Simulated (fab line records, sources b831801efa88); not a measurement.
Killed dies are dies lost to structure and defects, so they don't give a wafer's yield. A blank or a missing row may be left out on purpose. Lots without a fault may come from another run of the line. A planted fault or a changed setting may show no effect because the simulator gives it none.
Which tool did it? | flow gf180mcu | 7 lots, 21 wafers sampled, at 3 steps of a route of 602

WHAT THE GAUGES READ, wafer by wafer
GF_MVSD_TW_MEAS_11.
lot  | measured     | on            | MVSD_TW
L184 | day 4 18:30  | film_metro-01 | 1590 1585 1579
L186 | day 5 06:35  | film_metro-01 | 1567 1567 1576
L189 | day 6 01:22  | film_metro-04 | 30 30 30
L191 | day 6 11:07  | film_metro-02 | 30 30 30
L194 | day 7 03:49  | film_metro-02 | 1579 1566 1572
L203 | day 9 12:17  | film_metro-02 | 1570 1567 1574
L205 | day 10 00:43 | film_metro-02 | 1577 1569 1580

WHICH TOOL RAN EACH LOT (tool, then ch and the chambers of the sampled wafers, then the start)
lot  | GF_LVPWELL_STRIP_10                 | GF_MVSD_STRIP_10
L184 | plasma_asher-01 ch 0,1, day 4 04:07 | plasma_asher-02 ch 0,1, day 4 18:23
L186 | plasma_asher-04 ch 0,1, day 4 15:55 | plasma_asher-02 ch 0, day 5 06:28
L189 | plasma_asher-04 ch 0,1, day 5 10:19 | plasma_asher-02 ch 0,1, day 6 01:16
L191 | plasma_asher-04 ch 0,1, day 5 19:59 | plasma_asher-01 ch 0,1, day 6 11:01
L194 | plasma_asher-04 ch 0,1, day 6 11:17 | plasma_asher-02 ch 0,1, day 7 03:43
L203 | plasma_asher-02 ch 0,1, day 8 18:17 | plasma_asher-02 ch 0,1, day 9 12:11
L205 | plasma_asher-01 ch 0,1, day 9 06:27 | plasma_asher-01 ch 1, day 10 00:37
- GF_LVPWELL_STRIP_10: strips in O2/N2.
- GF_MVSD_STRIP_10: strips in O2/N2.

THE ANSWER, worked out from the rows above alone
Rule: what is usual is taken from the lots themselves. Put in order of their means at a reading, lots are off if they are a third of the lots or fewer, leave a main group of 4 or more, and stand apart from it by a gap of 3 or more times the standard deviation of the main group's means; of several such gaps the widest counts. A main group whose means are all the same, to the digits that the tables above print for the reading, isn't used. A lot without any number at a reading at which 4 lots or more have one is off too. The other lots that the step has rows for count as sound.
Off: L189, L191, at GF_MVSD_TW_MEAS_11 (MVSD_TW). The main group: mean 1575, standard deviation 5.4.
A tool fits if, at a process step before that reading, it ran every lot that is off, and no sound lot after the first of them. The gauges at GF_MVSD_TW_MEAS_11 are tried like those tools. None of those tried fits.

WHAT THE SIMULATOR HAD PUT IN
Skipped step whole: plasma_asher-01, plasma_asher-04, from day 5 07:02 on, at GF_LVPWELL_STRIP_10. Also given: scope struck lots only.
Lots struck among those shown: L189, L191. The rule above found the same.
